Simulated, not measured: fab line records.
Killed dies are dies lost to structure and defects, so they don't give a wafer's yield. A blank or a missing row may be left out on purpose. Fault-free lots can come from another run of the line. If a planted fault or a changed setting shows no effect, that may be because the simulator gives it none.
Chamber matching + flow gf180mcu + GF_SAB_ETCH_11 on rie_diel-03 has 4 sister chambers
The step etches SiO2 in C4F8/O2/Ar, target depth 55 nm, time 8.5 s. 4 wafers are shown with their chamber, then 7 later ones without.

## EACH WAFER AND ITS CHAMBER
| wafer  | chamber | oes_product_au (a.u.) |
|--------|---------|-----------------------|
| L901.1 | 0       | 0.973                 |
| L901.2 | 3       | 1.021                 |
| L908.3 | 2       | 0.990                 |
| L908.4 | 1       | 1.005                 |

## WAFERS WHOSE CHAMBER IS MISSING
| wafer  | oes_product_au (a.u.) |
|--------|-----------------------|
| L908.5 | 0.981                 |
| L913.2 | 1.024                 |
| L913.3 | 1.021                 |
| L913.4 | 1.002                 |
| L916.1 | 1.004                 |
| L916.3 | 1.017                 |
| L916.5 | 1.013                 |

## WHICH CHAMBER EACH WENT THROUGH
| wafer  | from the rows above     | in truth                   |
|--------|-------------------------|----------------------------|
| L908.5 | can't be placed: 0 or 2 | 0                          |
| L913.2 | 3                       | 3                          |
| L913.3 | 3                       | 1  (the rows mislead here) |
| L913.4 | can't be placed: 1 or 2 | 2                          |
| L916.1 | 1                       | 1                          |
| L916.3 | can't be placed: 3 or 1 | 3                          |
| L916.5 | can't be placed: 1 or 3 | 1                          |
2 of 7 placed correctly. Unplaceable from these rows: 4, with the true chamber sitting among the candidates in 4. 1 placed wrongly.
How it was worked out, from the rows above alone: a wafer's distance from a chamber is the root of the sum, over the readings, of the square of ((its reading less the chamber's mean) divided by the reading's scatter). The wafer belongs to the nearest chamber; if the next one is less than 2 further off, it can't be placed. For every chamber, the mean is computed from those of its wafers that are shown. The scatter: root of mean squared gap, hidden wafer to nearest shown wafer, with one shown wafer a chamber.
